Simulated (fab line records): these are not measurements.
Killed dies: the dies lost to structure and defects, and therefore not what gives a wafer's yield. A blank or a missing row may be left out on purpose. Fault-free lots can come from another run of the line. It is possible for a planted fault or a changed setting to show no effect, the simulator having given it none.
fab line records	flow sky130
[record] lots = 6	wafers = 18	lastDay = 48
route steps=708 shown FIELD_ISO@11 NWELL@32 DNWELL@35 PWDE@45 PAD_OPEN@708
lots that met no fault: taken from a fault-free run of the same line
startH: hours from the record's opening day to when the first of the lot's shown wafers began	waitH: hours elapsed since this lot's preceding step	" the same as in the row above	L1.1+2: a single row standing in for several wafers	- no value present, or no start provided	* or withheld: withheld	< > ~ a bound
route shown NAME@n: a module of which the file shows steps, and the number in the route of the first	usual: mean/standard deviation taken from wafers without a fault	same: alike in all rows	chamber/n: place in a boat	sites: readings site by site	_std_site: standard deviation of those values	_edge_site: inner sites' mean taken away from outer sites' mean	radiusMm: for every site, how far away it sits from the centre of the wafer	mask NAME#n: copy n	behind: the tool/chamber that last shaped the wafer	hold: why the lot went on hold/how many hours it stayed there/how the hold came to an end	device: transistor that didn't switch, given as n, p or np	end of line: tests of these same wafers at the route's end	for a step that has no rows: nothing shown but its recipe	killed: dies that structure and defects cost at the first sort, which is not the same as the wafer's yield	map: shows each die of a wafer: x if killed, . if not, _ if none is there
set.NAME: the setting the step ran with; set.NAME@STEP: the setting that earlier step ran with	model.NAME: the simulator's own value behind a step, which no gauge read
lots at some steps of the route; a table a step, a row a wafer
services: a tool's chamber out of use, with start hour (startH, from the record's first day; less than 0 if before it), hours out, and reason
[[steps]]
[step SKY_FIELD_ISO_EXPOSE_10]
[recipe] maskId = FOM	na = 0.68	sourceShape = annular	sigmaInner = 0.4	sigmaOuter = 0.8	targetCdNm = 150	doseMj = 28
[step SKY_FIELD_ISO_PEB_11]
[recipe] pebTempC = withheld	pebTimeS = withheld	resist = KrF-thick
[step SKY_FIELD_ISO_DEVELOP_12]
[recipe] developTimeS = 60	resist = KrF-thick	devTempC = 21
[step SKY_FIELD_ISO_CD_MEAS_13]
[recipe] targetCdNm = 150
[usual] cdNm = 149.8/1.6
lot.wafer	tool	chamber	startH	waitH	cdNm
L239.1	cdSem-02	-	34.67	-	151.0
L239.2	"	-	"	"	151.6
L239.5	"	-	"	"	152.7
L240.4	cdSem-01	-	40.18	-	150.8
L240.5	"	-	"	"	151.3
L240.6	"	-	"	"	151.6
L242.1	cdSem-02	-	50.50	-	150.2
L242.5	"	-	"	"	149.9
L242.6	"	-	"	"	150.8
L243.1	cdSem-02	-	54.35	-	146.5
L243.2	"	-	"	"	147.3
L243.3	"	-	"	"	146.8
L250.1	cdSem-02	-	91.65	-	148.2
L250.2	"	-	"	"	147.3
L250.4	"	-	"	"	147.4
L251.1	cdSem-01	-	96.75	-	148.1
L251.4	"	-	"	"	149.9
L251.5	"	-	"	"	148.4
[step SKY_FIELD_ISO_ETCH_14]
[recipe] chemistry = N2/H2	target = BARC	ionEnergyEv = 200	sourceW = 500	biasW = 100	pressureMtorr = 30	n2FlowSccm = 100	h2FlowSccm = 200	stopOn = SiO2	timeS = 45.9	targetDepthA = 600
[step SKY_FIELD_ISO_ETCH_15]
[recipe] chemistry = CHF3/O2	targetDepthNm = 180	stopOn = Si	sourceW = 600	biasW = 200	pressureMtorr = 40	chf3FlowSccm = 50	O2_flow_sccm = 5	timeS = 72
[usual] drypumpMotorCurrentA = 5.7/0.47	oesProductAu = 0.949/0.0074	throttleValvePct = 8.844/0.0086
lot.wafer	tool	chamber	startH	waitH	drypumpMotorCurrentA	oesProductAu	rfHoursCounterH	throttleValvePct
L239.1	rieDiel-03	1	34.83	0.0	5.6	0.943	162	8.847
L239.2	"	3	"	"	6.0	0.943	2	8.844
L239.5	"	3	"	"	6.0	0.944	-	8.859
L240.4	rieDiel-01	3	40.28	0.0	4.8	0.950	4	8.835
L240.5	"	1	"	"	6.1	0.945	-	8.834
L240.6	"	0	"	"	6.0	0.947	-	8.850
L242.1	rieDiel-04	0	50.66	0.0	5.1	0.944	92	8.837
L242.5	"	1	"	"	5.8	0.937	-	8.852
L242.6	"	2	"	"	5.1	0.947	-	8.842
L243.1	rieDiel-03	2	54.51	0.0	6.2	0.961	7	8.847
L243.2	"	3	"	"	6.0	0.955	2	8.849
L243.3	"	0	"	"	6.2	0.954	3	8.839
L250.1	rieDiel-04	1	91.81	0.0	5.8	0.944	138	8.839
L250.2	"	0	"	"	5.1	0.952	93	8.834
L250.4	"	2	"	"	5.1	0.939	-	8.839
L251.1	rieDiel-01	2	96.91	0.0	5.9	0.955	2	8.836
L251.4	"	1	"	"	6.1	0.952	4	8.837
L251.5	"	0	"	"	6.0	0.953	-	8.839
[step SKY_FIELD_ISO_STRIP_16]
[recipe] chemistry = O2/N2	powerW = 1400	pressureMtorr = 1500	platenTempC = withheld	o2FlowSccm = 3000	n2FlowSccm = 300	overashFraction = 0.5
[usual] drypumpMotorCurrentA = 5.3/0.35	o2FlowSccm = 3000/9.2	oesProductAu = 0.378/0.0052	stripTimeToEndpointS = 3.538/0.026
lot.wafer	tool	chamber	startH	waitH	drypumpMotorCurrentA	o2FlowSccm	oesProductAu	rfHoursCounterH	stripTimeToEndpointS
L239.1	plasmaAsher-01	0	34.88	0.0	5.5	3012	0.377	22	3.526
L239.2	"	1	"	"	4.9	2990	0.379	22	3.584
L239.5	"	0	"	"	5.5	3010	0.381	-	3.557
L240.4	plasmaAsher-01	1	40.37	0.1	4.9	3012	0.383	-	3.560
L240.5	"	1	"	"	4.9	3013	0.378	-	3.558
L240.6	"	0	"	"	5.4	2995	0.380	-	3.559
L242.1	plasmaAsher-04	1	50.72	0.0	5.4	2998	0.379	37	3.545
L242.5	"	1	"	"	5.4	2996	0.385	-	3.540
L242.6	"	0	"	"	5.1	2985	0.370	-	3.536
L243.1	plasmaAsher-01	1	54.57	0.0	4.9	3002	0.382	24	3.527
L243.2	"	0	"	"	5.4	3013	0.381	24	3.556
L243.3	"	0	"	"	5.4	2998	0.374	-	3.582
L250.1	plasmaAsher-01	1	91.87	0.0	4.9	3017	0.381	28	3.550
L250.2	"	0	"	"	5.5	2999	0.368	28	3.510
L250.4	"	1	"	"	4.9	3001	0.376	-	3.524
L251.1	plasmaAsher-04	0	96.97	0.0	5.1	2997	0.378	42	3.577
L251.4	"	0	"	"	5.1	2993	0.379	-	3.545
L251.5	"	1	"	"	5.4	3007	0.389	-	3.579
[step SKY_FIELD_ISO_ETCH_17]
[recipe] targetDepthA = 3420	maskMaterial = Si3N4	chemistry = HBr/Cl2/O2	target = Si	taperDeg = 5	icpW = 600	biasW = 150	pressureMtorr = 15	HBr_flow_sccm = 150	Cl2_flow_sccm = 40	O2_flow_sccm = 6	timeS = 97.7
[usual] HBr_flow_sccm = 149.9/0.42	drypumpMotorCurrentA = 5.8/0.57	heBacksideLeakSccm = 2.78/0.27	oesProductAu = 1.004/0.0092	throttleValvePct = 25.653/0.011
lot.wafer	tool	chamber	startH	waitH	HBr_flow_sccm	drypumpMotorCurrentA	heBacksideLeakSccm	oesProductAu	rfHoursCounterH	throttleValvePct
L239.1	rieSi-02	3	34.98	0.1	149.2	6.1	2.86	1.017	135	25.632
L239.2	"	1	"	"	150.5	5.3	2.70	1.012	38	25.645
L239.5	"	0	"	"	149.5	6.1	3.33	0.999	-	25.661
L240.4	rieSi-02	0	40.47	0.1	150.0	6.1	3.27	1.002	-	25.669
L240.5	"	3	"	"	150.3	6.2	2.70	1.007	-	25.651
L240.6	"	2	"	"	149.9	5.8	2.64	1.003	-	25.646
L242.1	rieSi-01	0	50.82	0.1	149.8	6.0	2.76	1.009	1	25.668
L242.5	"	1	"	"	150.1	5.4	2.75	0.999	-	25.643
L242.6	"	0	"	"	150.2	6.0	2.72	0.996	-	25.645
L243.1	rieSi-02	0	54.67	0.1	150.6	6.1	3.36	0.994	140	25.667
L243.2	"	3	"	"	150.1	6.2	2.89	1.021	135	25.653
L243.3	"	1	"	"	149.8	5.3	2.78	0.995	38	25.657
L250.1	rieSi-01	3	91.97	0.1	149.0	4.9	2.75	0.993	50	25.647
L250.2	"	2	"	"	149.5	6.6	2.85	0.992	70	25.652
L250.4	"	3	"	"	148.8	4.9	2.83	0.994	-	25.688
L251.1	rieSi-01	3	97.07	0.1	150.6	4.9	3.81	1.003	50	25.659
L251.4	"	3	"	"	150.4	4.9	2.89	0.996	-	25.651
L251.5	"	0	"	"	150.0	6.0	2.83	1.017	-	25.647
[step SKY_FIELD_ISO_WET_ETCH_18]
[recipe] chemistry = H3PO4	targetDepthNm = 25	tempC = 160	target = Si3N4	timeS = 286
[step SKY_FIELD_ISO_CLEAN_19]
[recipe] chemistry = SC1/SC2	mix = 1:4:20	tempC = 70	timeS = 150
[step SKY_FIELD_ISO_CLEAN_20]
[recipe] chemistry = dHF	timeS = 20	dilution = 100:1
[step SKY_FIELD_ISO_WET_ETCH_21]
[recipe] chemistry = dHF	dilution = 100:1	targetDepthNm = 20	dry = ipaMarangoni	target = SiO2	tempC = 25	timeS = 400
[step SKY_FIELD_ISO_OXIDATION_22]
[recipe] tempC = 950	ambient = O2	stabiliseS = 600	purgeS = 300	targetThkA = 100	oxTimeS = 623
[usual] spikeTcUpperC = 951.2/1.6
lot.wafer	tool	chamber	startH	waitH	spikeTcUpperC
L239.1	furnace-01	0	36.18	0.9	950.5
L239.2	"	0	"	"	951.2
L239.5	"	0	"	"	951.8
L240.4	furnace-02	0	42.61	1.8	949.9
L240.5	"	0	"	"	949.6
L240.6	"	0	"	"	949.5
L242.1	furnace-02	0	53.99	2.7	951.2
L242.5	"	0	"	"	950.0
L242.6	"	0	"	"	949.0
L243.1	furnace-01	0	56.93	1.8	954.4
L243.2	"	0	"	"	952.1
L243.3	"	0	"	"	954.1
L250.1	furnace-01	0	93.25	0.9	951.9
L250.2	"	0	"	"	951.0
L250.4	"	0	"	"	952.3
L251.1	furnace-01	0	98.68	1.3	952.0
L251.4	"	0	"	"	951.2
L251.5	"	0	"	"	951.3
[step SKY_FIELD_ISO_THK_MEAS_23]
[recipe] reads = SiO2_of_FIELD_ISO_OXIDATION_22
[usual] FIELD_ISO_OXIDATION_01_THK = 10.06/0.18
lot.wafer	tool	chamber	startH	waitH	FIELD_ISO_OXIDATION_01_THK[nm]
L239.1	filmMetro-02	-	37.35	0.0	10.21
L239.2	"	-	"	"	10.29
L239.5	"	-	"	"	10.20
L240.4	filmMetro-04	-	43.81	0.0	9.75
L240.5	"	-	"	"	9.85
L240.6	"	-	"	"	9.60
L242.1	filmMetro-04	-	55.16	0.0	9.75
L242.5	"	-	"	"	10.00
L242.6	"	-	"	"	9.98
L243.1	filmMetro-04	-	58.11	0.0	10.49
L243.2	"	-	"	"	10.42
L243.3	"	-	"	"	10.37
L250.1	filmMetro-02	-	94.42	0.0	9.85
L250.2	"	-	"	"	9.79
L250.4	"	-	"	"	10.08
L251.1	filmMetro-02	-	99.85	0.0	10.02
L251.4	"	-	"	"	9.67
L251.5	"	-	"	"	9.76
[step SKY_FIELD_ISO_CVD_24]
[recipe] material = SiO2	targetThkNm = 595	tempC = 650	sigmaOpenFrac = 0.3	timeS = 99.2	sih4FlowSccm = 60	pressureMtorr = 6
[step SKY_FIELD_ISO_THK_MEAS_25]
[recipe] reads = SiO2_of_FIELD_ISO_CVD_24
[usual] FIELD_ISO_CVD_24_THK = 597/6.1
lot.wafer	tool	chamber	startH	waitH	FIELD_ISO_CVD_24_THK[nm]
L239.1	filmMetro-04	-	37.48	0.0	603
L239.2	"	-	"	"	606
L239.5	"	-	"	"	606
L240.4	filmMetro-02	-	43.94	0.0	600
L240.5	"	-	"	"	602
L240.6	"	-	"	"	605
L242.1	filmMetro-03	-	55.29	0.0	606
L242.5	"	-	"	"	604
L242.6	"	-	"	"	603
L243.1	filmMetro-03	-	58.24	0.0	589
L243.2	"	-	"	"	599
L243.3	"	-	"	"	592
L250.1	filmMetro-03	-	94.55	0.0	606
L250.2	"	-	"	"	606
L250.4	"	-	"	"	609
L251.1	filmMetro-02	-	99.99	0.0	598
L251.4	"	-	"	"	600
L251.5	"	-	"	"	597
[step SKY_FIELD_ISO_ANNEAL_26]
[recipe] tempC = 1000	timeS = 1800	ambient = N2
[step SKY_FIELD_ISO_CMP_27]
[recipe] stopOn = Si3N4	tOverpolishS = 16	downForcePsi = 4	platenRpm = 60	targetThkNm = 457.8	padVelocityMS = 0.94248
[usual] headPressurePsi = 4.002/0.0087	motorCurrentA = 11.5/1.1	overpolishRunS = 16.000/0.0098	timeToEndpointS = 112/3.3
lot.wafer	tool	chamber	startH	waitH	headPressurePsi	motorCurrentA	overpolishRunS	timeToEndpointS
L239.2	cmp-01	2	39.09	0.1	4.016	13.0	16.003	112
L239.1	"	3	"	"	3.995	12.4	15.990	113
L239.5	"	1	"	"	4.006	9.6	16.003	117
L240.4	cmp-02	2	47.00	0.1	4.003	12.4	16.007	115
L240.5	"	0	"	"	3.983	11.8	15.997	115
L240.6	"	1	"	"	4.015	11.5	16.003	116
L242.1	cmp-01	0	59.73	0.1	3.994	10.2	15.993	109
L242.5	"	1	"	"	3.992	9.6	15.993	113
L242.6	"	2	"	"	3.989	13.0	15.995	112
L243.1	cmp-01	0	61.19	0.1	4.001	9.5	16.004	105
L243.3	"	1	"	"	4.008	10.3	16.014	110
L243.2	"	2	"	"	3.998	12.9	15.981	110
L250.2	cmp-02	2	96.38	0.1	4.017	12.4	15.992	113
L250.4	"	3	"	"	4.008	12.0	15.999	115
L250.1	"	0	"	"	3.988	12.0	16.004	116
L251.4	cmp-02	3	101.55	0.0	3.996	12.4	16.000	110
L251.1	"	0	"	"	4.009	12.1	16.003	112
L251.5	"	0	"	"	4.013	11.9	16.000	113
[step SKY_FIELD_ISO_WET_ETCH_28]
[recipe] chemistry = dHF	targetDepthNm = 23.7	target = SiO2	dilution = 10:1	tempC = 25	timeS = 47
[step SKY_FIELD_ISO_WET_ETCH_29]
[recipe] chemistry = H3PO4	targetDepthNm = 160	target = Si3N4	tempC = 160	timeS = 1825
[step SKY_FIELD_ISO_WET_ETCH_30]
[recipe] chemistry = dHF	targetDepthNm = 25	target = SiO2	dilution = 10:1	tempC = 25	timeS = 50
[step SKY_NWELL_CLEAN_00]
[recipe] chemistry = SC1/SC2	mix = 1:4:20	tempC = 70	timeS = 150	dry = n2Spin
[step SKY_NWELL_OXIDATION_01]
[recipe] tempC = 900	ambient = O2	stabiliseS = 600	purgeS = 300	targetThkA = 100	oxTimeS = 1418
[step SKY_NWELL_THK_MEAS_02]
[recipe] reads = SiO2_of_NWELL_OXIDATION_01
[usual] NWELL_OXIDATION_THK = 10.07/0.19
lot.wafer	tool	chamber	startH	waitH	NWELL_OXIDATION_THK[nm]
L239.1	filmMetro-02	-	42.03	0.0	10.52
L239.2	"	-	"	"	10.41
L239.5	"	-	"	"	10.44
L240.4	filmMetro-02	-	51.00	0.0	10.05
L240.5	"	-	"	"	10.05
L240.6	"	-	"	"	9.92
L242.1	filmMetro-01	-	63.78	0.0	10.20
L242.5	"	-	"	"	10.36
L242.6	"	-	"	"	10.39
L243.1	filmMetro-02	-	63.78	0.0	10.49
L243.2	"	-	"	"	10.15
L243.3	"	-	"	"	10.25
L250.1	filmMetro-01	-	99.22	0.0	10.04
L250.2	"	-	"	"	10.14
L250.4	"	-	"	"	10.04
L251.1	filmMetro-01	-	104.35	0.0	9.98
L251.4	"	-	"	"	9.98
L251.5	"	-	"	"	10.11
[step SKY_DNWELL_DEHYDRATE_00]
[recipe] tempC = 200	timeS = 60
[step SKY_DNWELL_HMDS_01]
[recipe] primeTimeS = 60	primeTempC = 120
[step SKY_DNWELL_COAT_02]
[recipe] spinRpm = 2000	resistThkNm = 3000
[step SKY_DNWELL_SOFTBAKE_03]
[recipe] tempC = 110	timeS = withheld
[step SKY_DNWELL_EXPOSE_04]
[recipe] maskId = DNM	na = 0.57	targetCdNm = 3000	doseMj = 222
[step SKY_DNWELL_PEB_05]
[recipe] tempC = 115	timeS = withheld
[step SKY_DNWELL_DEVELOP_06]
[recipe] wallAngleDeg = 90	developer = TMAH	developTimeS = 60	devTempC = 23
[step SKY_DNWELL_IMPLANT_07]
[recipe] species = P	energyKev = withheld	doseCm2 = withheld	tiltDeg = withheld
[step SKY_DNWELL_STRIP_08]
[recipe] chemistry = O2/N2	powerW = 1400	pressureMtorr = 1500	platenTempC = withheld	o2FlowSccm = 3000	n2FlowSccm = 300	overashFraction = 0.5
[usual] drypumpMotorCurrentA = 5.4/0.37	o2FlowSccm = 3001/9	oesProductAu = 0.723/0.0045	stripTimeToEndpointS = 36.97/0.084
lot.wafer	tool	chamber	startH	waitH	drypumpMotorCurrentA	o2FlowSccm	oesProductAu	rfHoursCounterH	stripTimeToEndpointS
L239.1	plasmaAsher-01	1	56.95	0.1	4.9	2997	0.731	25	37.01
L239.2	"	0	"	"	5.4	3011	0.730	25	37.09
L239.5	"	0	"	"	5.4	3013	0.722	-	36.98
L240.4	plasmaAsher-01	0	66.74	0.1	5.4	3007	0.722	-	37.09
L240.5	"	1	"	"	4.8	3013	0.723	-	36.96
L240.6	"	0	"	"	5.4	3008	0.716	-	37.01
L243.1	plasmaAsher-01	1	80.38	0.1	4.9	3002	0.731	27	37.02
L243.2	"	0	"	"	5.4	2995	0.722	27	36.96
L243.3	"	0	"	"	5.4	3003	0.724	-	36.98
L242.1	plasmaAsher-03	1	80.70	0.1	5.7	2999	0.716	40	36.97
L242.5	"	1	"	"	5.7	3008	0.720	-	36.89
L242.6	"	0	"	"	5.6	2992	0.718	-	37.09
L250.1	plasmaAsher-03	0	117.78	0.1	5.6	3009	0.723	0	37.07
L250.2	"	1	"	"	5.7	3006	0.716	0	37.08
L250.4	"	1	"	"	5.7	3008	0.719	-	37.09
L251.1	plasmaAsher-01	1	122.83	0.1	4.9	2988	0.717	31	37.01
L251.4	"	1	"	"	4.9	2998	0.721	-	36.94
L251.5	"	1	"	"	4.9	2995	0.723	-	36.91
[step SKY_DNWELL_TW_MEAS_09]
[usual] DNWELL_TW = 1122/6.6
lot.wafer	tool	chamber	startH	waitH	DNWELL_TW
L239.1	filmMetro-01	-	57.05	0.1	1116
L239.2	"	-	"	"	1121
L239.5	"	-	"	"	1117
L240.4	filmMetro-02	-	66.83	0.1	1112
L240.5	"	-	"	"	1118
L240.6	"	-	"	"	1117
L243.1	filmMetro-01	-	80.48	0.1	1124
L243.2	"	-	"	"	1122
L243.3	"	-	"	"	1121
L242.1	filmMetro-02	-	80.80	0.1	1116
L242.5	"	-	"	"	1114
L242.6	"	-	"	"	1113
L250.1	filmMetro-04	-	117.88	0.1	1134
L250.2	"	-	"	"	1134
L250.4	"	-	"	"	1123
L251.1	filmMetro-01	-	122.93	0.1	1118
L251.4	"	-	"	"	1112
L251.5	"	-	"	"	1117
[step SKY_PWDE_DEHYDRATE_00]
[recipe] tempC = 200	timeS = 60
[step SKY_PWDE_HMDS_01]
[recipe] primeTimeS = 60	primeTempC = 120
[step SKY_PWDE_COAT_02]
[recipe] spinRpm = 2000	resistThkNm = 3000
[step SKY_PWDE_SOFTBAKE_03]
[recipe] tempC = 110	timeS = withheld
[step SKY_PWDE_EXPOSE_04]
[recipe] maskId = PWDEM	na = 0.6	sourceShape = conventional	sigmaOuter = 0.6	polarization = unpolarized	targetCdNm = 840	doseMj = 214
[step SKY_PWDE_PEB_05]
[recipe] tempC = 115	timeS = withheld
[step SKY_PWDE_DEVELOP_06]
[recipe] wallAngleDeg = 90	developer = TMAH	developTimeS = 60	devTempC = 23
[step SKY_PWDE_OVL_MEAS_07]
[usual] PWDE_OVL = 1.1/1.3
lot.wafer	tool	chamber	startH	waitH	PWDE_OVL[nm]
L239.1	overlay-01	-	73.43	-	0.3
L239.2	"	-	"	"	0.5
L239.5	"	-	"	"	-0.1
L240.4	overlay-01	-	83.78	-	1.7
L240.5	"	-	"	"	1.6
L240.6	"	-	"	"	3.8
L243.1	overlay-01	-	97.45	-	0.6
L243.2	"	-	"	"	0.6
L243.3	"	-	"	"	1.8
L242.1	overlay-01	-	98.40	-	0.5
L242.5	"	-	"	"	-1.6
L242.6	"	-	"	"	0.8
L250.1	overlay-01	-	137.10	-	-1.4
L250.2	"	-	"	"	-0.3
L250.4	"	-	"	"	-0.3
L251.1	overlay-02	-	141.56	-	2.2
L251.4	"	-	"	"	0.8
L251.5	"	-	"	"	1.0
[step SKY_PAD_OPEN_PROBE_99]
[usual] killed_at_M0_to_M3 = 43/6.9	killed_at_M4_up = 3.1/1.8	killedAtContacts = 24/5.1	killedAtFrontEnd = 15/4.8	killedAtOther = 0.3/0.48	killedDies = 86/8.9	killedOpen = 47/6.8	killedShort = 39/6.3
[same] grossDies = 492	killedAtBackSide = 0
lot.wafer	tool	chamber	startH	waitH	killed_at_M0_to_M3	killed_at_M4_up	killedAtContacts	killedAtFrontEnd	killedAtOther	killedDies	killedOpen	killedShort	model.etest.diodeNwellSub.leakLog10ACm2	model.etest.diodeDnwellSub.leakLog10ACm2	model.etest.diodePwellDnwell.leakLog10ACm2	model.etest.nfet_16v.offLog10AUm
L239.1	prober-01	-	1081.94	0.1	48	3	32	23	0	106	57	49	-7.442	-7.183	-7.784	-13.85
L239.2	prober-01	-	1081.99	0.1	59	1	26	14	2	102	48	54	-7.406	-7.215	-7.483	-13.88
L239.5	prober-01	-	1082.14	0.2	44	2	26	21	0	93	47	46	-7.224	-7.386	-7.599	-13.87
L240.4	prober-02	-	1097.16	0.2	51	2	19	14	0	86	48	38	-7.142	-7.42	-7.681	-13.82
L240.5	prober-02	-	1097.21	0.2	46	5	26	12	0	89	55	34	-7.161	-7.33	-7.551	-13.89
L240.6	prober-02	-	1097.26	0.2	49	7	29	10	0	95	56	39	-7.451	-7.389	-7.442	-13.93
L243.1	prober-02	-	1108.07	0.1	40	5	23	11	2	81	35	46	-7.371	-7.207	-7.448	-13.84
L243.2	prober-02	-	1108.12	0.1	41	6	22	14	0	83	44	39	-7.313	-7.293	-7.33	-13.83
L243.3	prober-02	-	1108.17	0.2	46	3	18	10	0	77	39	38	-7.207	-7.373	-7.439	-13.78
L242.1	prober-01	-	1114.70	0.1	43	1	26	16	1	87	53	33	-7.419	-7.137	-7.709	-13.84
L242.5	prober-01	-	1114.90	0.2	51	0	18	17	1	87	53	33	-7.467	-7.519	-7.493	-13.98
L242.6	prober-01	-	1114.95	0.2	51	3	14	14	0	82	40	42	-7.538	-7.4	-7.438	-13.82
L250.1	prober-02	-	1148.47	0.1	45	4	36	10	0	95	47	48	-6.798	-6.917	-7.536	-13.68
L250.2	prober-02	-	1148.52	0.1	53	2	22	11	0	88	53	35	-7.099	-6.943	-7.195	-13.74
L250.4	prober-02	-	1148.62	0.2	32	1	28	12	1	74	42	32	-7.113	-6.987	-7.371	-13.7
L251.1	prober-01	-	1154.33	0.1	58	4	20	16	0	98	55	43	-7.289	-6.756	-7.116	-13.84
L251.4	prober-01	-	1154.48	0.2	43	6	24	15	1	89	50	39	-6.849	-6.866	-7.112	-13.71
L251.5	prober-01	-	1154.53	0.2	44	2	26	13	1	86	46	40	-6.769	-7.05	-7.129	-13.79
// killed by level:class
L239.1 CONTACT:geometricParticle:open=12 LI_CONTACT:geometricParticle:open=8 VIA1:geometricParticle:open=8 CONTACT:geometricParticle:short=6 VIA2:geometricParticle:open=6 POLY_GATE:geometricParticle:open=5 METAL1:geometricParticle:short=5 METAL2:geometricParticle:short=5
L239.2 METAL2:geometricParticle:short=14 LI_CONTACT:geometricParticle:open=9 CONTACT:geometricParticle:open=8 METAL1:geometricParticle:short=8 VIA1:geometricParticle:open=8 VIA3:geometricParticle:open=7 VIA1:geometricParticle:short=7 VIA2:geometricParticle:open=6
L239.5 CONTACT:geometricParticle:open=10 VIA1:geometricParticle:open=9 METAL1:geometricParticle:short=8 LI_CONTACT:geometricParticle:open=7 METAL2:geometricParticle:short=7 POLY_GATE:geometricParticle:short=6 VIA2:geometricParticle:open=6 FIELD_ISO:geometricParticle:open=5
L240.4 VIA1:geometricParticle:open=17 VIA3:geometricParticle:open=8 METAL2:geometricParticle:short=7 LI_CONTACT:geometricParticle:open=6 FIELD_ISO:geometricParticle:short=4 POLY_GATE:geometricParticle:open=4 LOCAL_INTERCONNECT:geometricParticle:short=4 CONTACT:geometricParticle:open=4
L240.5 CONTACT:geometricParticle:open=11 VIA3:geometricParticle:open=10 VIA1:geometricParticle:open=8 LI_CONTACT:geometricParticle:open=7 METAL1:geometricParticle:short=7 VIA2:geometricParticle:open=6 METAL4:geometricParticle:short=4 VIA1:geometricParticle:short=4
L240.6 VIA3:geometricParticle:open=10 VIA2:geometricParticle:open=9 LI_CONTACT:geometricParticle:open=8 VIA1:geometricParticle:open=8 CONTACT:geometricParticle:short=7 CONTACT:geometricParticle:open=7 METAL2:geometricParticle:short=5 METAL4:geometricParticle:short=5
L243.1 CONTACT:geometricParticle:open=8 METAL2:geometricParticle:short=7 VIA1:geometricParticle:open=7 METAL1:geometricParticle:short=6 VIA2:geometricParticle:open=6 METAL4:geometricParticle:short=5 LI_CONTACT:geometricParticle:open=5 FIELD_ISO:geometricParticle:short=4
L243.2 VIA1:geometricParticle:open=10 CONTACT:geometricParticle:open=6 METAL2:geometricParticle:short=6 VIA2:geometricParticle:open=6 FIELD_ISO:geometricParticle:open=5 LI_CONTACT:geometricParticle:short=5 LI_CONTACT:geometricParticle:open=5 LOCAL_INTERCONNECT:geometricParticle:short=4
L243.3 VIA1:geometricParticle:open=11 METAL1:geometricParticle:short=7 VIA1:geometricParticle:short=6 CONTACT:geometricParticle:open=5 FIELD_ISO:geometricParticle:open=5 LI_CONTACT:geometricParticle:open=5 CONTACT:geometricParticle:short=5 VIA3:geometricParticle:short=4
L242.1 CONTACT:geometricParticle:open=13 METAL2:geometricParticle:short=11 VIA1:geometricParticle:open=9 LI_CONTACT:geometricParticle:open=6 VIA2:geometricParticle:open=6 VIA3:geometricParticle:open=6 POLY_GATE:geometricParticle:short=4 POLY_GATE:geometricParticle:open=4
L242.5 VIA1:geometricParticle:open=10 METAL1:geometricParticle:short=8 VIA3:geometricParticle:open=8 LI_CONTACT:geometricParticle:open=7 VIA2:geometricParticle:open=7 CONTACT:geometricParticle:open=6 FIELD_ISO:geometricParticle:short=5 METAL2:geometricParticle:short=5
L242.6 VIA1:geometricParticle:open=7 CONTACT:geometricParticle:open=7 METAL1:geometricParticle:short=7 VIA1:geometricParticle:short=6 METAL2:geometricParticle:short=6 VIA2:geometricParticle:open=5 VIA3:geometricParticle:open=5 POLY_GATE:geometricParticle:short=4
L250.1 VIA1:geometricParticle:open=14 LI_CONTACT:geometricParticle:open=12 METAL1:geometricParticle:short=11 CONTACT:geometricParticle:open=10 CONTACT:geometricParticle:short=7 LOCAL_INTERCONNECT:geometricParticle:short=4 METAL2:geometricParticle:short=4 VIA1:geometricParticle:short=4
L250.2 VIA1:geometricParticle:open=14 VIA3:geometricParticle:open=10 LI_CONTACT:geometricParticle:open=7 METAL2:geometricParticle:short=7 CONTACT:geometricParticle:open=7 VIA1:geometricParticle:short=5 METAL1:geometricParticle:short=5 VIA2:geometricParticle:open=5
L250.4 CONTACT:geometricParticle:open=15 VIA3:geometricParticle:open=7 LOCAL_INTERCONNECT:geometricParticle:short=5 METAL2:geometricParticle:short=5 VIA2:geometricParticle:open=5 METAL1:geometricParticle:short=4 FIELD_ISO:geometricParticle:short=3 POLY_GATE:geometricParticle:open=3
L251.1 VIA1:geometricParticle:open=16 LI_CONTACT:geometricParticle:open=11 VIA1:geometricParticle:short=7 FIELD_ISO:geometricParticle:short=6 METAL2:geometricParticle:short=6 VIA2:geometricParticle:open=6 VIA3:geometricParticle:open=6 CONTACT:geometricParticle:open=5
L251.4 VIA1:geometricParticle:open=14 CONTACT:geometricParticle:open=10 FIELD_ISO:geometricParticle:short=7 VIA2:geometricParticle:open=7 LI_CONTACT:geometricParticle:open=6 VIA3:geometricParticle:open=6 METAL4:geometricParticle:short=6 POLY_GATE:geometricParticle:short=5
L251.5 CONTACT:geometricParticle:open=11 VIA1:geometricParticle:short=7 VIA2:geometricParticle:open=6 LI_CONTACT:geometricParticle:open=6 VIA1:geometricParticle:open=6 METAL2:geometricParticle:short=6 VIA3:geometricParticle:open=5 POLY_GATE:geometricParticle:open=4
[[services]]
tool	chamber	startH	hours	kind
rieSi-02	1	37.04	3.5	repair
rieDiel-04	-	38.02	3.1	repair
cmp-02	-	43.43	1.3	repair
furnace-01	-	50.67	3.3	pm
rieDiel-03	0	57.49	19.6	repair
rieDiel-03	1	57.69	11.8	repair
cmp-01	-	60.39	0.4	repair
cmp-02	-	64.00	4.0	pm
cmp-02	-	68.00	-	consumableReplace:conditioner
cmp-02	-	68.00	-	consumableReplace:pad
cmp-02	-	77.90	0.8	repair
cmp-01	-	78.58	33.0	repair
rieSi-01	1	79.73	25.2	repair
plasmaAsher-03	-	84.76	2.8	pm
plasmaAsher-03	-	89.94	1.0	repair
plasmaAsher-01	-	95.98	4.3	pm
rieSi-01	0	99.25	7.4	repair
plasmaAsher-03	-	108.75	9.0	pm
plasmaAsher-04	-	109.11	1.8	repair
rieSi-02	-	110.72	0.4	repair
rieDiel-01	2	113.32	1.6	repair
rieSi-01	-	113.82	0.7	repair
cmp-02	-	113.84	0.7	repair
rieSi-02	0	121.25	-	clean
[[key]]
firstSign none at tools or gauges
[modelEffect] step = SKY_PAD_OPEN_PROBE_99	value = etest.diodeNwellSub.leakLog10ACm2	without = -7.388	struck = -6.986
metAt SKY_FIELD_ISO_OXIDATION_22
struckWafers L250.1,L250.2,L250.4,L251.1,L251.4,L251.5
testerLeftOut L250,L251
onsetBetween 56.93 93.25
alsoFits time
[fault] kind = metallicContaminationSource	tool = furnace-01	chamber = -	onsetH = 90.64	steps = SKY_FIELD_ISO_OXIDATION_22	rateCm2PerVisit = 1.5309e+12	species = metalCuCm2
// testerLeftOut: of these lots the tester's yield and bins aren't shown, on N5 and GAA mostly nor the transistor test; their killed dies are dies lost to structure and defects alone, not to doping, threshold or leakage, so they don't give the yield
